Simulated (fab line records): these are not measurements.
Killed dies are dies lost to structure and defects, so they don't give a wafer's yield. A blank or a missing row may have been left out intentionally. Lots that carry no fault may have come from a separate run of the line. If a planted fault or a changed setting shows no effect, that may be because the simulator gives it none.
A lot that was struck, set against a sound lot || flow sky130 || 43 steps out of a route of 708
Sound: the wafers L933.2, L933.3, L933.6. Struck: wafer L939.4 (L939.1, L939.5, from the same lot, were not struck and are left out); the cause is given at the end.
For every step that has rows: the tool of each side, followed by ch and its chambers, followed by its first start. Under that, the readings that differ: sound wafers || struck wafers || difference of the means || sigmas: that difference in standard deviations of wafers without a fault.
alike: readings whose means differ by less than 2 such deviations, and words and numbers that are the same on both sides. not compared: withheld readings, readings that some wafer has no value for, bounds like >300 that may hide the same value, and numbers for which the record gives no deviation and whose values overlap.
Wherever a step has rows on one side only, a row that says differs or no value, or a row with sigmas, the two part there. Numbers that have no deviation but don't overlap get no sigmas and don't part them. A reading that every wafer of one side lacks parts them only if that side has two wafers or more.

SKY_POLY_CUT_ETCH_10: etches BARC in N2/H2, stops on SiO2, time 45.9 s, target depth 60 nm.
  sound on rie_diel-01 ch 0,2, day 24 10:35; struck on rie_diel-04 ch 1, day 26 20:35
{"reading": "bias_w (W)", "sound": "100.5 100.6 100.4", "struck": 99.3, "difference": -1.2, "sigmas": -4}
{"reading": "drypump_motor_current_A (A)", "sound": "5.6 5.9 5.9", "struck": 4.9, "difference": -0.9, "sigmas": -2}
{"reading": "throttle_valve_pct (%)", "sound": "13.222 13.226 13.216", "struck": 13.201, "difference": -0.020, "sigmas": -2}
  alike: oes_product_au
  not compared: rf_hours_counter_h
SKY_POLY_CUT_ETCH_11: etches Si3N4 in CF4/CH2F2/Ar, stops on poly-Si, time 42.5 s, target depth 60 nm.
  sound on rie_diel-01 ch 0,2, day 24 10:38; struck on rie_diel-04 ch 1, day 26 20:38
{"reading": "drypump_motor_current_A (A)", "sound": "5.6 5.9 5.9", "struck": 4.9, "difference": -0.9, "sigmas": -2}
{"reading": "throttle_valve_pct (%)", "sound": "14.982 14.988 14.973", "struck": 15.000, "difference": "+0.019", "sigmas": "+2"}
  alike: bias_w, oes_product_au
  not compared: rf_hours_counter_h
SKY_POLY_CUT_STRIP_12: strips in O2/N2.
  sound on plasma_asher-03 ch 0,1, day 24 10:40; struck on plasma_asher-02 ch 1, day 26 20:40
{"reading": "strip_time_to_endpoint_s (s)", "sound": "5.399 5.371 5.380", "struck": 5.345, "difference": -0.038, "sigmas": -2}
  alike: drypump_motor_current_A, oes_product_au
  not compared: rf_hours_counter_h
then, 7 steps without rows for these wafers: SKY_SD_P_DEHYDRATE_00 (time 60 s); SKY_SD_P_HMDS_01 (prime time 60 s); SKY_SD_P_COAT_02 (resist thk 1140 nm); SKY_SD_P_SOFTBAKE_03 (time 60 s); SKY_SD_P_EXPOSE_04 (exposes mask PSDM, target cd 380 nm); SKY_SD_P_PEB_05; SKY_SD_P_DEVELOP_06 (develop time 60 s).
SKY_SD_P_CD_MEAS_07: the cd target is 380 nm.
  sound: cd_sem-02 at day 25 15:19; struck: cd_sem-02 at day 28 01:42
{"reading": "cd_nm (nm)", "sound": "384.5 384.6 384.9", "struck": 378.3, "difference": -6.4, "sigmas": -3}
SKY_SD_P_OVL_MEAS_08:
  sound: overlay-01 at day 25 15:25; struck: overlay-02 at day 28 01:49
  alike: SD_P_OVL
SKY_SD_P_IMPLANT_09:
  sound on implanter-02 ch 0, day 25 15:29; struck on implanter-02 ch 0, day 28 01:52
SKY_SD_P_STRIP_10: strips in O2/N2.
  sound on plasma_asher-04 ch 0,1, day 25 15:36; struck on plasma_asher-01 ch 1, day 28 02:01
{"reading": "drypump_motor_current_A (A)", "sound": "5.3 5.1 5.1", "struck": 6.2, "difference": "+1.0", "sigmas": "+3"}
{"reading": "strip_time_to_endpoint_s (s)", "sound": "17.48 17.48 17.50", "struck": 17.34, "difference": -0.15, "sigmas": -4}
  alike: oes_product_au
  not compared: rf_hours_counter_h
SKY_SD_P_TW_MEAS_11:
  sound: film_metro-01 at day 25 15:43; struck: film_metro-03 at day 28 02:07
  alike: SD_P_TW
then, 9 steps without rows for these wafers: SKY_RES_XHIGH_DEHYDRATE_00 (time 60 s); SKY_RES_XHIGH_HMDS_01 (prime time 60 s); SKY_RES_XHIGH_COAT_02 (resist thk 1140 nm); SKY_RES_XHIGH_SOFTBAKE_03 (time 60 s); SKY_RES_XHIGH_EXPOSE_04 (exposes mask URPM, target cd 1270 nm); SKY_RES_XHIGH_PEB_05; SKY_RES_XHIGH_DEVELOP_06 (develop time 60 s); SKY_RES_XHIGH_IMPLANT_07; SKY_RES_XHIGH_STRIP_08 (strips in O2/N2).
SKY_RES_XHIGH_TW_MEAS_09:
  sound: film_metro-03 at day 26 20:59; struck: film_metro-01 at day 29 06:26
  alike: RES_XHIGH_TW
then, 7 steps without rows for these wafers: SKY_SD_N_DEHYDRATE_00 (time 60 s); SKY_SD_N_HMDS_01 (prime time 60 s); SKY_SD_N_COAT_02 (resist thk 1140 nm); SKY_SD_N_SOFTBAKE_03 (time 60 s); SKY_SD_N_EXPOSE_04 (exposes mask NSDM, target cd 380 nm); SKY_SD_N_PEB_05; SKY_SD_N_DEVELOP_06 (develop time 60 s).
SKY_SD_N_CD_MEAS_07: the cd target is 380 nm.
  sound: cd_sem-02 at day 28 02:27; struck: cd_sem-01 at day 30 10:18
  alike: cd_nm
SKY_SD_N_OVL_MEAS_08:
  sound: overlay-02 at day 28 02:34; struck: overlay-02 at day 30 10:25
  alike: SD_N_OVL
then, 2 steps without rows for these wafers: SKY_SD_N_IMPLANT_09; SKY_SD_N_IMPLANT_10.
SKY_SD_N_STRIP_11: strips in O2/N2.
  sound on plasma_asher-02 ch 1, day 28 02:53; struck on plasma_asher-03 ch 0, day 30 10:53
  alike: drypump_motor_current_A, oes_product_au, strip_time_to_endpoint_s
  not compared: rf_hours_counter_h
SKY_SD_N_TW_MEAS_12:
  sound: film_metro-02 at day 28 03:00; struck: film_metro-02 at day 30 10:59
  alike: SD_N_TW
then, 1 step without rows for these wafers: SKY_SD_N_CLEAN_13 (cleans in SC1/SC2, time 150 s).
SKY_SD_N_RTA_14: time 2 s.
  sound on rtp_anneal-01 ch 0, day 28 03:07; struck on rtp_anneal-01 ch 0, day 30 11:06
  alike: lamp_power_pct, wafer_temp_C_max
SKY_SD_N_RS_MEAS_16: a four-point-probe measurement.
  sound: film_metro-02 at day 28 03:17; struck: film_metro-03 at day 30 11:16
  alike: SD_N_RS
SKY_SD_N_RS_MEAS_17: a four-point-probe measurement.
  sound: film_metro-02 at day 28 03:25; struck: film_metro-03 at day 30 11:23
{"reading": "SD_P_RS (ohm/sq)", "sound": "146.3 146.3 146.7", "struck": 148.5, "difference": "+2.1", "sigmas": "+7"}
-- the record jumps here: 17 days lie between the struck wafers' starts before and after (it left off in module SD_N and takes up again in module PAD_OPEN, whose first step shown is number 708 of the route) --
SKY_PAD_OPEN_PROBE_99:
  sound: prober-02 at day 45 20:56; struck: prober-01 at day 47 11:51
{"reading": "killed_at_front_end", "sound": "13 12 22", "struck": 27, "difference": "+11", "sigmas": "+3"}
{"reading": "killed_dies", "sound": "79 76 85", "struck": 101, "difference": "+21", "sigmas": "+2"}
{"reading": "model.etest.res_high_po.line_ohm_um", "sound": "747.8 738 771.3", "struck": 786.4, "difference": "+34.0", "sigmas": ""}
{"reading": "model.etest.licon_high_po.rc_ohm", "sound": "352.6 340.2 344.1", "struck": 405.9, "difference": "+60.3", "sigmas": ""}
{"reading": "model.etest.licon_pdiff.rc_ohm", "sound": "589.5 585.9 556.3", "struck": 629.9, "difference": "+52.7", "sigmas": ""}
{"reading": "model.etest.res_high_po.rs_ohm_sq", "sound": "265.1 259.4 270.2", "struck": 280.5, "difference": "+15.6", "sigmas": ""}
{"reading": "model.etest.res_high_po.rs_ohm_sq_range", "sound": "6.744 8.563 7.651", "struck": 22.42, "difference": "+14.77", "sigmas": ""}
{"reading": "model.etest.res_high_po.rs_ohm_sq_rim_less_centre", "sound": "-5.314 -5.936 -5.254", "struck": -12.59, "difference": -7.09, "sigmas": ""}
{"reading": "model.etest.res_pdiff_hv.rs_ohm_sq", "sound": "185.8 185.9 185.1", "struck": 197.7, "difference": "+12.1", "sigmas": ""}
{"reading": "model.etest.res_pdiff.rs_ohm_sq", "sound": "193.3 191.7 189.5", "struck": 203.2, "difference": "+11.7", "sigmas": ""}
  alike: killed_at_M0_to_M3, killed_at_M4_up, killed_at_contacts, killed_at_other, killed_on_rim, killed_open, killed_short

## WHERE THEY PART
Earliest at SKY_POLY_CUT_ETCH_10; latest, in this record, at SKY_PAD_OPEN_PROBE_99.

WHY: the cause the simulator had injected
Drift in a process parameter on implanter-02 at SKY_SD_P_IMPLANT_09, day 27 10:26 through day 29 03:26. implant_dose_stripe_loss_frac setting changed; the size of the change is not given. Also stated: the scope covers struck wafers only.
